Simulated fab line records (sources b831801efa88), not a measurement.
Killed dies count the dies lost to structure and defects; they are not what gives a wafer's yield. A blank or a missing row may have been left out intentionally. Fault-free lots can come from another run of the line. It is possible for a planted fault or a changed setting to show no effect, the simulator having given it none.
Check of tool commonality	flow gf180mcu	14 lots, 42 wafers sampled

WHY THIS WAS OPENED
At GF_V5_RS_MEAS_24 the reading V5_W_RS is flagged on 2 of 14 lots. No-fault wafers: 0.327 ohm/sq, standard deviation 0.0052.
Rule: flag the lot when none of its wafers has a number, or when each of its wafers that has one lies beyond 4 standard deviations from that mean. All remaining lots are regarded as sound.

lot	measured	on	V5_W_RS (ohm/sq), wafer by wafer	flag
L684	day 27 12:55	filmMetro-01	0.328 0.320 0.318	
L688	day 28 15:46	filmMetro-04	0.333 0.323 0.335	
L689	day 29 02:43	filmMetro-03	0.329 0.323 0.323	
L690	day 29 08:08	filmMetro-04	0.332 0.328 0.327	
L691	day 29 09:06	filmMetro-01	0.320 0.332 0.322	
L692	day 29 21:16	filmMetro-04	0.323 0.332 0.329	
L694	day 30 08:04	filmMetro-03	0.330 0.327 0.327	
L695	day 30 18:22	filmMetro-01	43.316 42.977 43.147	FLAGGED
L696	day 30 20:56	filmMetro-04	45.021 44.956 44.612	FLAGGED
L700	day 31 21:38	filmMetro-04	0.330 0.326 0.331	
L704	day 32 19:11	filmMetro-01	0.328 0.319 0.329	
L705	day 32 22:17	filmMetro-04	0.335 0.325 0.333	
L706	day 33 06:08	filmMetro-04	0.336 0.328 0.332	
L707	day 33 11:55	filmMetro-03	0.327 0.326 0.329	
Flagged lots average 44.005 ohm/sq: +43.678 ohm/sq relative to the usual, that is +99 or more standard deviations.

TOOL THAT RAN EACH LOT
The record keeps 1 process step preceding the reading, out of 602 steps on the route. Read each cell as the tool, then ch plus the chambers that the sampled wafers visited, then the start.
lot	flag	GF_V5_CVD_23
L684		cvdW-02 ch 0,1, day 27 12:49
L688		cvdW-01 ch 0,1, day 28 15:40
L689		cvdW-01 ch 0,1, day 29 02:37
L690		cvdW-01 ch 0,1, day 29 08:01
L691		cvdW-01 ch 0,1, day 29 08:59
L692		cvdW-01 ch 0,1, day 29 21:09
L694		cvdW-01 ch 1, day 30 07:56
L695	FLAGGED	cvdW-01 ch 0,1, day 30 18:14
L696	FLAGGED	cvdW-01 ch 0,1, day 30 20:48
L700		cvdW-01 ch 0,1, day 31 21:30
L704		cvdW-02 ch 0,1, day 32 19:03
L705		cvdW-01 ch 0,1, day 32 22:09
L706		cvdW-01 ch 0,1, day 33 06:01
L707		cvdW-02 ch 0,1, day 33 11:49
What is done by these steps:
- GF_V5_CVD_23: deposits W, target thk 350 nm, time 104.9 s.
- GF_V5_RS_MEAS_24: measures by four-point-probe.

FLAGGED AGAINST TOTAL, ONE TOOL AT A TIME (gauges that did the reading follow at the end)
step	tool	lots run	flagged	share of the flagged lots	sound lots run after its first flagged lot
GF_V5_CVD_23	cvdW-01	11	2	all	3 (L700,L705,L706)
GF_V5_CVD_23	cvdW-02	3	0	none	-
GF_V5_RS_MEAS_24	filmMetro-01	4	1	some	1 (L704)
GF_V5_RS_MEAS_24	filmMetro-03	3	0	none	-
GF_V5_RS_MEAS_24	filmMetro-04	7	1	some	3 (L700,L705,L706)

WHAT THE TABLE ALLOWS
In the table, 1 row covers all flagged lots: cvdW-01 at GF_V5_CVD_23.
- cvdW-01 at GF_V5_CVD_23 ran 11 lots, 2 of them flagged. Sound lots ran on it after the first flagged one (L700, L705, L706), which a lasting fault on the whole tool wouldn't allow. On the flagged lots its readings are blank where sound lots have values: chamberPressureTorr, heaterPowerOuterW, heaterPowerW.
Not one row of the table ran every flagged lot while running no sound lot after the first.

WHAT THE SIMULATOR PUT IN
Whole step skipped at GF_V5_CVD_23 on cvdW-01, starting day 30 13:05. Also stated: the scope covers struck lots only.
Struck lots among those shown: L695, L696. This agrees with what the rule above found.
